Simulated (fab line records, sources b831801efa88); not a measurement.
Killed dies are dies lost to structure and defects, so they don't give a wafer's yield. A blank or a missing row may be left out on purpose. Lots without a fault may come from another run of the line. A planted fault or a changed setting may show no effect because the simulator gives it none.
Problem report in the 8D (eight disciplines) form, filled by code | flow sfq_line | the parts of the form that need people (team, actions taken, sign-off) are left out

1. THE PROBLEM
time_to_endpoint_s at SFQ_TRILAYER_I3_CMP_CMP_082 reads a mean of 284 s on 5 wafers of 3 lots; wafers without a fault read 215 s with a standard deviation of 7. That is +9.9 standard deviations from the usual mean.
The step: polishes SiO2.
First seen on wafer L494.5, day 30 15:59, on cmp-01. The record holds 44 wafers of 15 lots with a number at this step. Rule for "out", or "out of limits": more than 4 standard deviations from the usual mean. The other wafers with a number count as sound.

2. WHAT IT IS AND WHAT IT IS NOT
question                    | is                                     | is not
which readings at this step | time_to_endpoint_s                     | motor_current_A
which lots                  | L494, L496, L497                       | L491, L492, L493, L504, L505, L506, L507, L508, L509, L511, L513, L514
which wafers of those lots  | L494.5, L496.4, L496.5, L497.4, L497.5 | L494.1, L494.6, L496.6
read on which tools         | cmp-01                                 | cmp-02
when                        | from day 30 15:59                      | up to then (11 sound wafers); but 28 sound wafers of L496, L504, L505, L506, L507, L508, L509, L511, L513, L514 came after

3. SUSPECTS, AND WHAT RULES EACH OUT
Counting: a tool at a process step up to the reading stays a suspect if it ran every lot that is out. Sound lots after the first of them don't rule it out here, since some wafers of a struck lot are sound.
- cmp-01 at SFQ_TRILAYER_I3_CMP_CMP_082 (polishes SiO2): kept. It ran every lot that is out, first L494 (day 30 15:59); its last sound lot up to then is L493 (day 30 00:29). Its own readings are out on those wafers: time_to_endpoint_s.
Left after counting: cmp-01 at SFQ_TRILAYER_I3_CMP_CMP_082.

4. THE CAUSE (what the simulator had put in)
Process parameter drift: cmp-01, from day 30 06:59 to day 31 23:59, at SFQ_TRILAYER_I3_CMP_CMP_082. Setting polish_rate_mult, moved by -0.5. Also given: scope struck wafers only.
Counting left only this tool.

5. THE CHAIN OF EFFECTS, in route order
Each row: a reading whose mean over the struck wafers that have a number lies more than 3 standard deviations from the usual. Only readings for which the record gives a usual standard deviation are gone through. hours: the time from each lot's start at the first step in this table that gives one to its start at this step, as a median over the lots. sigmas: the change in usual standard deviations.
hours | step                                  | reading            | usual      | on struck wafers | change | sigmas
0     | SFQ_TRILAYER_I3_CMP_CMP_082           | time_to_endpoint_s | 215 s      | 284              | +69    | +9.9
3     | SFQ_TRILAYER_I3_METRO_MEASURE_083     | thk_nm             | 199.8 nm   | 306.8            | +107.0 | +97
160   | SFQ_TRILAYER_I3_VIA_ETCH_VIA_ETCH_088 | oes_product_au     | 0.855 a.u. | 0.989            | +0.134 | +25
The process steps in it:
- SFQ_TRILAYER_I3_CMP_CMP_082: polishes SiO2.
- SFQ_TRILAYER_I3_METRO_MEASURE_083
- SFQ_TRILAYER_I3_VIA_ETCH_VIA_ETCH_088: etches SiO2 in CHF3, stops on Nb, target depth 260 nm.
Later measuring or inspecting steps at which every struck wafer that the step has a row for has a number for every such reading, and none has moved that far: SFQ_M4_RS_MEAS_924, SFQ_M7_RS_MEAS_943.

6. WHAT WOULD HAVE CAUGHT IT SOONER
In this record the first reading out of limits was taken at day 30 15:59, 9 hours after the fault began at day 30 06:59.
